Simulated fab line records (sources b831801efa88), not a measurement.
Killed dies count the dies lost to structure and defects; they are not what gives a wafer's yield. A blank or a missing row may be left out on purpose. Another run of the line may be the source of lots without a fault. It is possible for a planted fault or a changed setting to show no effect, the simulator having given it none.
Chamber matching	flow sky130	4 sister chambers for SKY_POLY_CUT_ETCH_11 on rie_diel-04
The step etches Si3N4 in CF4/CH2F2/Ar, stops on poly-Si, time 42.5 s, target depth 60 nm. 4 wafers are shown with their chamber, then 7 later ones without.

== EACH WAFER AND ITS CHAMBER ==
wafer	chamber	oes_product_au (a.u.)
L941.4	2	0.839
L944.2	0	0.823
L943.1	1	0.830
L943.3	3	0.822

== WAFERS WITH NO CHAMBER GIVEN ==
wafer	oes_product_au (a.u.)
L943.6	0.834
L953.1	0.833
L953.2	0.837
L953.4	0.835
L958.4	0.823
L958.5	0.830
L958.6	0.830

== CHAMBER TAKEN BY EACH ==
wafer	from the rows above	in truth
L943.6	can't be placed: 1 or 2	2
L953.1	can't be placed: 1 or 2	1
L953.2	can't be placed: 2 or 1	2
L953.4	can't be placed: 2 or 1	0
L958.4	can't be placed: 0 or 3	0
L958.5	1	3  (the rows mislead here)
L958.6	1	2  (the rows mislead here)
Placed correctly: 0 of 7. Not placeable from these rows: 5 (in 4, the candidates include the true chamber). Number placed wrongly: 2.
How it was worked out, from the rows above alone: a wafer's distance from a chamber is the root of the sum, over the readings, of the square of ((its reading less the chamber's mean) divided by the reading's scatter). If the next closest chamber is less than 2 further off than the closest, the wafer can't be placed; otherwise it belongs to the closest. Each chamber's mean is taken over the wafers shown for it. The scatter: with one shown wafer a chamber, the root of the mean of the squares of how far each hidden wafer lies from its nearest shown one.
